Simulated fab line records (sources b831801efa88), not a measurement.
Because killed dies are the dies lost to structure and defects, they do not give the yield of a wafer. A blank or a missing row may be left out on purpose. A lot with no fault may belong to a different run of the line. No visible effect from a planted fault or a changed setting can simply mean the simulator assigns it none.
Matching of chambers :: flow sky130 :: cmp-02 running SKY_VIA4_CMP_21: 4 sister chambers
The step polishes, stops on SiO2, t overpolish 25 s, target thk 0 nm. 4 wafers are shown with their chamber, then 7 later ones without.

WAFERS PAIRED WITH THEIR CHAMBERS
wafer: L930.1
chamber: 3
motor current A (A): 10.4

wafer: L931.5
chamber: 2
motor current A (A): 13.4

wafer: L933.1
chamber: 0
motor current A (A): 10.2

wafer: L933.5
chamber: 1
motor current A (A): 10.8

WAFERS WHOSE CHAMBER IS MISSING
wafer: L934.1
motor current A (A): 13.0

wafer: L934.3
motor current A (A): 10.1

wafer: L934.6
motor current A (A): 12.0

wafer: L936.1
motor current A (A): 12.9

wafer: L936.2
motor current A (A): 10.1

wafer: L936.4
motor current A (A): 11.7

wafer: L944.6
motor current A (A): 9.9

THE CHAMBER EACH PASSED THROUGH
wafer: L934.1
from the rows above: 2
in truth: 2

wafer: L934.3
from the rows above: can't be placed: 0 or 3 or 1
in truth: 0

wafer: L934.6
from the rows above: can't be placed: 1 or 2 or 3 or 0
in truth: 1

wafer: L936.1
from the rows above: 2
in truth: 2

wafer: L936.2
from the rows above: can't be placed: 0 or 3 or 1
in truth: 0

wafer: L936.4
from the rows above: can't be placed: 1 or 3 or 0 or 2
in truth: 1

wafer: L944.6
from the rows above: can't be placed: 0 or 3 or 1
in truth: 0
Placed correctly: 2 of 7. From these rows, 5 cannot be placed; in 5 the true chamber is one of the candidates. Wrongly placed: 0.
How it was worked out, from the rows above alone: a wafer's distance from a chamber is the root of the sum, over the readings, of the square of ((its reading less the chamber's mean) divided by the reading's scatter). If the next closest chamber is less than 2 further off than the closest, the wafer can't be placed; otherwise it belongs to the closest. Each chamber's mean is taken over the wafers shown for it. The scatter: root of mean squared gap, hidden wafer to nearest shown wafer, with one shown wafer a chamber.
